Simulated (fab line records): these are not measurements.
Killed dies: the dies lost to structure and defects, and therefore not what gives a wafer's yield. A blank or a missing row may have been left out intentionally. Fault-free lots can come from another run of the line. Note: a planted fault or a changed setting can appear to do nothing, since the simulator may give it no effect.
Struck lot and sound lot, side by side | flow sky130 | 18 out of 708 route steps
Sound: the wafers L542.1, L542.3, L542.5. Struck: wafer L556.4 (left out: L556.1, L556.3 of the same lot, which were not struck); the cause appears at the end.
Each step with rows lists, per side, the tool, then ch with its chambers, then its first start. Under that, the readings that differ: sound wafers | struck wafers | difference of the means | sigmas: that difference in standard deviations of wafers without a fault.
alike: a reading whose means differ by less than 2 such deviations, as well as words and numbers matching on both sides. not compared: withheld readings; readings where some wafer has no value; bounds like >300 that might hide an equal value; numbers whose values overlap and for which the record gives no deviation.
Wherever a step has rows on one side only, a row that says differs or no value, or a row with sigmas, the two part there. Non-overlapping numbers with no deviation appear without sigmas and do not part them. A reading missing from all wafers of one side parts the sides only when that side holds two or more wafers.

first, 3 steps without rows for these wafers: SKY_VIA2_EXPOSE_09 (exposes mask VIM2, target cd 200 nm); SKY_VIA2_PEB_10; SKY_VIA2_DEVELOP_11 (develop time 60 s).
SKY_VIA2_CD_MEAS_12: the cd target is 200 nm.
  sound on cd_sem-02 at day 38 10:10; struck on cd_sem-01 at day 42 19:46
  reading    | sound             | struck | difference | sigmas
  cd_nm (nm) | 197.7 198.1 198.5 | 201.6  | +3.5       | +2
SKY_VIA2_OVL_MEAS_13:
  sound on overlay-02 at day 38 10:17; struck on overlay-01 at day 42 19:53
  alike: VIA2_OVL
SKY_VIA2_ETCH_14: etches BARC in N2/H2, stops on SiO2, time 45.9 s, target depth 60 nm.
  sound on rie_diel-04 ch 1,2,3, day 38 10:19; struck on rie_diel-03 ch 2, day 42 19:56
  alike: drypump_motor_current_A, oes_product_au, rf_fwd_power_W, throttle_valve_pct
  not compared: rf_hours_counter_h
SKY_VIA2_ETCH_15: etches SiO2 in C4F8/O2/Ar, stops on TiN, target depth 546 nm, time 84 s.
  sound on rie_diel-04 ch 1,2,3, day 38 10:22; struck on rie_diel-03 ch 2, day 42 19:58
  alike: oes_product_au, rf_fwd_power_W
  not compared: rf_hours_counter_h
SKY_VIA2_STRIP_16: strips in O2/N2.
  sound on plasma_asher-03 ch 0,1, day 38 10:25; struck on plasma_asher-01 ch 0, day 42 20:02
  alike: drypump_motor_current_A, oes_product_au, strip_time_to_endpoint_s
  not compared: rf_hours_counter_h
then, 3 steps without rows for these wafers: SKY_VIA2_STRIP_17 (strips in post etch residue remover, time 1200 s); SKY_VIA2_CLEAN_18 (cleans in IPA, time 180 s); SKY_VIA2_CLEAN_19 (cleans in O3/DIW).
SKY_VIA2_SPUTTER_20: material TiN, target thk 20 nm, time 80 s.
  sound on pvd_sputter-01 at day 38 11:01; struck on pvd_sputter-04 at day 42 20:37
  alike: throttle_valve_pct
SKY_VIA2_CVD_21: deposits W, target thk 420 nm, time 126.4 s.
  sound on cvd_w-01 ch 0,1, day 38 11:05; struck on cvd_w-01 ch 0, day 42 20:41
  reading                            | sound             | struck | difference | sigmas
  model.W_of_VIA2_CVD_21.thk_nm (nm) | 426.7 423.4 423.7 | 620.9  | +196.3     |
  alike: heater_power_w
SKY_VIA2_RS_MEAS_22: measurement is done with a four-point probe.
  sound on film_metro-04 at day 38 11:13; struck on film_metro-04 at day 42 20:49
  reading            | sound             | struck | difference | sigmas
  VIA2_W_RS (ohm/sq) | 0.268 0.270 0.270 | 0.184  | -0.085     | -26
SKY_VIA2_THK_MEAS_23: measures by xrf.
  sound on film_metro-04 at day 38 11:20; struck on film_metro-04 at day 42 20:56
  not compared: VIA2_W_THK
SKY_VIA2_CMP_24: polishes, stops on SiO2, t overpolish 20 s, target thk 0 nm.
  sound on cmp-02 ch 0,1, day 38 11:23; struck on cmp-01 ch 2, day 42 20:59
  reading                | sound       | struck | difference | sigmas
  time_to_endpoint_s (s) | 107 109 110 | 146    | +37        | +6
  alike: motor_current_A
SKY_METAL3_SPUTTER_00: material Ti, target thk 15 nm, time 10 s.
  sound on pvd_sputter-03 at day 38 11:41; struck on pvd_sputter-02 at day 42 21:17
  alike: throttle_valve_pct
-- the record jumps here: 8 days lie between the struck wafers' starts before and after (it left off in module METAL3 and takes up again in module PAD_OPEN, whose first step shown is number 708 of the route) --
SKY_PAD_OPEN_PROBE_99:
  sound on prober-01 at day 47 11:00; struck on prober-02 at day 50 16:35
  alike: defect_limited_yield, killed_at_M0_to_M3, killed_at_M4_up, killed_at_contacts, killed_at_front_end, killed_at_other, killed_dies, killed_open, killed_short, sort_bin_3_pad_short, sort_bin_5_function, sort_bin_6_memory, sort_n_pass, sort_yield_pct

== WHERE THEY PART ==
At SKY_VIA2_CD_MEAS_12 first; at SKY_VIA2_CMP_24 last (within this record only). Later steps at which nothing parts them and some readings are alike: SKY_METAL3_SPUTTER_00, SKY_PAD_OPEN_PROBE_99.

WHY: what the simulator had put in
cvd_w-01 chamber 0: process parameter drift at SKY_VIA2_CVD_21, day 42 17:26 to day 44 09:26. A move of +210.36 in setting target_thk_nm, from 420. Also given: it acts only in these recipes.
